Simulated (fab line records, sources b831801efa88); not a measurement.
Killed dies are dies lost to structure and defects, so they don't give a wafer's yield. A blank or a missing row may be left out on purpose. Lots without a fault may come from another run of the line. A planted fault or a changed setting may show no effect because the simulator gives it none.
fab line records | flow sky130
record lots=6 wafers=18 last_day=50
route steps=708 shown METAL2@484
lots that met no fault: from a run of the same line without faults
start_h: hours from the record's first day to the start of the lot's first wafer shown | wait_h: hours since the lot's step before | " the same as in the row above | L1.1+2: a row that stands for several wafers | - no value, or no start given | * or withheld: withheld | < > ~ a bound
route shown NAME@n: a module of which the file shows steps, and the number in the route of the first | usual: mean/standard deviation of fault-free wafers | same: alike in all rows | chamber/n: place in a boat | sites: the reading at each site | _std_site: their standard deviation | _edge_site: outer sites' mean less inner sites' | radius_mm: how far each site lies from the wafer's centre | mask NAME#n: copy n | behind: the tool/chamber that last shaped the wafer | hold: why the lot was held/for how many hours/how that ended | device: the transistor (n, p or np) that didn't switch | end of line: the same wafers' tests at the end of the route | a step without rows: its recipe alone | killed: dies lost to structure and defects at the first sort, not the wafer's yield | map: a wafer's dies, x killed, . not, _ none there
set.NAME: the setting as run; set.NAME@STEP: as run at that earlier step | model.NAME: the simulator's own value behind a step, which no gauge read
lots at some steps of the route; a table a step, a row a wafer
services: from which hour (start_h, from the record's first day; less than 0 if before it) a tool's chamber was out of use, for how many hours, and why
## steps
# step SKY_METAL2_SPUTTER_01
# recipe material=TiN target_thk_nm=20 power_w=6500 time_s=16.7 chamber_pressure_pa=0.4
# usual throttle_valve_pct=29.6/1
# columns lot.wafer tool chamber start_h wait_h throttle_valve_pct
L769.1 pvd_sputter-01 - 820.82 0.0 28.2
L769.2 " - " " 28.7
L769.5 " - " " 28.4
L773.2 pvd_sputter-04 - 864.29 0.0 29.5
L773.3 " - " " 30.3
L773.5 " - " " 29.0
L780.2 pvd_sputter-02 - 913.23 0.0 29.0
L780.3 " - " " 29.8
L780.5 " - " " 29.8
L779.2 pvd_sputter-02 - 915.10 0.0 30.3
L779.3 " - " " 29.0
L779.5 " - " " 29.1
L788.1 pvd_sputter-04 - 947.00 0.0 28.1
L788.2 " - " " 30.3
L788.6 " - " " 30.0
L789.2 pvd_sputter-02 - 952.76 0.0 30.7
L789.4 " - " " 31.3
L789.6 " - " " 29.4
# step SKY_METAL2_SPUTTER_02
# recipe material=AlCu target_thk_nm=250 power_w=10600 time_s=13.3 chamber_pressure_pa=0.4
# usual throttle_valve_pct=29.6/1.1
# columns lot.wafer tool chamber start_h wait_h throttle_valve_pct
L769.1 pvd_sputter-01 - 820.84 0.0 28.5
L769.2 " - " " 28.3
L769.5 " - " " 28.7
L773.2 pvd_sputter-04 - 864.32 0.0 29.6
L773.3 " - " " 30.2
L773.5 " - " " 28.9
L780.2 pvd_sputter-02 - 913.26 0.0 28.5
L780.3 " - " " 29.3
L780.5 " - " " 29.5
L779.2 pvd_sputter-02 - 915.13 0.0 30.4
L779.3 " - " " 28.7
L779.5 " - " " 28.9
L788.1 pvd_sputter-04 - 947.02 0.0 28.4
L788.2 " - " " 30.0
L788.6 " - " " 30.0
L789.2 pvd_sputter-02 - 952.79 0.0 30.2
L789.4 " - " " 31.3
L789.6 " - " " 29.3
# step SKY_METAL2_SPUTTER_03
# recipe material=Ti target_thk_nm=5 power_w=3000 time_s=3.3 chamber_pressure_pa=0.4
# usual throttle_valve_pct=29.5/1.1
# columns lot.wafer tool chamber start_h wait_h throttle_valve_pct
L769.1 pvd_sputter-01 - 820.87 0.0 28.3
L769.2 " - " " 28.2
L769.5 " - " " 28.3
L773.2 pvd_sputter-04 - 864.34 0.0 29.5
L773.3 " - " " 30.3
L773.5 " - " " 28.8
L780.2 pvd_sputter-02 - 913.28 0.0 29.0
L780.3 " - " " 29.5
L780.5 " - " " 29.4
L779.2 pvd_sputter-02 - 915.15 0.0 30.5
L779.3 " - " " 29.0
L779.5 " - " " 29.2
L788.1 pvd_sputter-04 - 947.05 0.0 28.4
L788.2 " - " " 29.7
L788.6 " - " " 30.1
L789.2 pvd_sputter-02 - 952.82 0.0 30.2
L789.4 " - " " 31.0
L789.6 " - " " 29.5
# step SKY_METAL2_SPUTTER_04
# recipe material=TiN target_thk_nm=70 power_w=6500 time_s=58.3 chamber_pressure_pa=0.4
# usual throttle_valve_pct=29.5/1
# columns lot.wafer tool chamber start_h wait_h throttle_valve_pct
L769.1 pvd_sputter-01 - 820.89 0.0 28.2
L769.2 " - " " 28.4
L769.5 " - " " 28.4
L773.2 pvd_sputter-04 - 864.36 0.0 29.7
L773.3 " - " " 30.0
L773.5 " - " " 28.9
L780.2 pvd_sputter-02 - 913.30 0.0 28.7
L780.3 " - " " 29.6
L780.5 " - " " 29.6
L779.2 pvd_sputter-02 - 915.17 0.0 30.3
L779.3 " - " " 29.1
L779.5 " - " " 29.1
L788.1 pvd_sputter-04 - 947.07 0.0 28.4
L788.2 " - " " 29.8
L788.6 " - " " 29.8
L789.2 pvd_sputter-02 - 952.84 0.0 30.5
L789.4 " - " " 31.1
L789.6 " - " " 29.5
# step SKY_METAL2_RS_MEAS_05
# recipe thk_meas_gauge=four-point-probe reads=TiN_of_METAL2_SPUTTER_04+Ti_of_METAL2_SPUTTER_03+AlCu_of_METAL2_SPUTTER_02+TiN_of_METAL2_SPUTTER_01+Ti_of_METAL2_SPUTTER_00
# usual METAL2_ALCU_RS=0.1270/0.0012
# columns lot.wafer tool chamber start_h wait_h METAL2_ALCU_RS[ohm/sq]
L769.1 film_metro-03 - 820.93 0.0 0.1288
L769.2 " - " " 0.1290
L769.5 " - " " 0.1283
L773.2 film_metro-04 - 864.43 0.0 0.1257
L773.3 " - " " 0.1269
L773.5 " - " " 0.1268
L780.2 film_metro-01 - 913.37 0.0 0.1260
L780.3 " - " " 0.1257
L780.5 " - " " 0.1247
L779.2 film_metro-04 - 915.24 0.0 0.1279
L779.3 " - " " 0.1276
L779.5 " - " " 0.1278
L788.1 film_metro-04 - 947.11 0.0 0.1243
L788.2 " - " " 0.1241
L788.6 " - " " 0.1255
L789.2 film_metro-04 - 952.91 0.0 0.1276
L789.4 " - " " 0.1269
L789.6 " - " " 0.1271
# step SKY_METAL2_THK_MEAS_06
# recipe thk_meas_gauge=xrf reads=AlCu_of_METAL2_SPUTTER_02
# usual METAL2_ALCU_THK=245.8/2.4
# columns lot.wafer tool chamber start_h wait_h METAL2_ALCU_THK[nm]
L769.1 film_metro-03 - 821.05 0.1 242.1
L769.2 " - " " 241.5
L769.5 " - " " 244.3
L773.2 film_metro-04 - 864.54 0.1 248.8
L773.3 " - " " 245.2
L773.5 " - " " 245.4
L780.2 film_metro-01 - 913.48 0.1 247.5
L780.3 " - " " 248.8
L780.5 " - " " 249.0
L779.2 film_metro-04 - 915.35 0.1 243.0
L779.3 " - " " 241.3
L779.5 " - " " 243.5
L788.1 film_metro-04 - 947.23 0.1 249.1
L788.2 " - " " 252.1
L788.6 " - " " 249.2
L789.2 film_metro-04 - 953.02 0.1 242.8
L789.4 " - " " 246.1
L789.6 " - " " 243.5
# step SKY_METAL2_DEHYDRATE_07
# recipe temp_c=200 time_s=60
# step SKY_METAL2_HMDS_08
# recipe prime_time_s=60 prime_temp_c=120
# step SKY_METAL2_COAT_09
# recipe resist=BARC temp_c=withheld time_s=withheld spin_rpm=3000 resist_thk_nm=60
# step SKY_METAL2_COAT_10
# recipe resist=KrF-thick spin_rpm=3000 resist_thk_nm=450
# step SKY_METAL2_SOFTBAKE_11
# recipe temp_c=100 time_s=90 resist=KrF-thick
# step SKY_METAL2_EXPOSE_12
# recipe mask_id=MM2 na=0.8 source_shape=annular sigma_inner=0.55 sigma_outer=0.85 target_cd_nm=140 dose_mj=28
# step SKY_METAL2_PEB_13
# recipe peb_temp_c=withheld peb_time_s=withheld resist=KrF-thick
# usual chill_plate_temp_C=* exhaust_pa=44.7/0.83
# columns lot.wafer tool chamber start_h wait_h chill_plate_temp_C exhaust_pa
L769.1 litho_track-03 0 846 - * 45.1
L769.2 " 0 " " * 45.1
L769.5 " 0 " " * 44.9
L773.2 litho_track-01 0 889 - * 44.1
L773.3 " 0 " " * 44.6
L773.5 " 0 " " * 44.9
L780.2 litho_track-03 - 936 - - -
L780.3 " - " " - -
L780.5 " - " " - -
L779.2 litho_track-03 - 939 - - -
L779.3 " - " " - -
L779.5 " - " " - -
L788.1 litho_track-01 0 971 - * 45.7
L788.2 " 0 " " * 46.0
L788.6 " 0 " " * 43.6
L789.2 litho_track-01 0 976 - * 44.1
L789.4 " 0 " " * 44.6
L789.6 " 0 " " * 45.6
# step SKY_METAL2_DEVELOP_14
# recipe develop_time_s=60 resist=KrF-thick dev_temp_c=21
## services
# columns tool chamber start_h hours kind
pvd_sputter-02 - 798.21 108.1 repair
pvd_sputter-01 - 862.72 5.0 repair
pvd_sputter-02 - 959.12 5.3 repair
## key
first_sign step=SKY_METAL2_PEB_13 reading=tool_record direction=missing
effect none on later readings
met_at SKY_METAL2_PEB_13
struck_wafers L779.2,L779.3,L779.5,L780.2,L780.3,L780.5
later_rows_left_out L779.2,L779.3,L779.5,L780.2,L780.3,L780.5
sort_left_out L779.2,L779.3,L779.5,L780.2,L780.3,L780.5
tester_left_out L780
onset_between 846 936
earlier_fault kind=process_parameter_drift tool=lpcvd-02 chamber=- onset_h=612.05 steps=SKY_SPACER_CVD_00 channel=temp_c offset=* shape=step end_h=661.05 acts_in=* stated=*
fault kind=skipped_step_whole tool=litho_track-03 chamber=- onset_h=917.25 steps=SKY_METAL2_PEB_13 scope=struck_lots_only
# tester_left_out: of these lots the tester's yield and bins aren't shown, on N5 and GAA mostly nor the transistor test; their killed dies are dies lost to structure and defects alone, not to doping, threshold or leakage, so they don't give the yield
# sort_left_out: the simulated sort isn't trusted on such a fault, so these wafers' sort isn't shown, and their yield isn't known
# later_rows_left_out: the simulator's readings of these wafers behind a module that went badly wrong aren't trusted and aren't shown, but for the sort
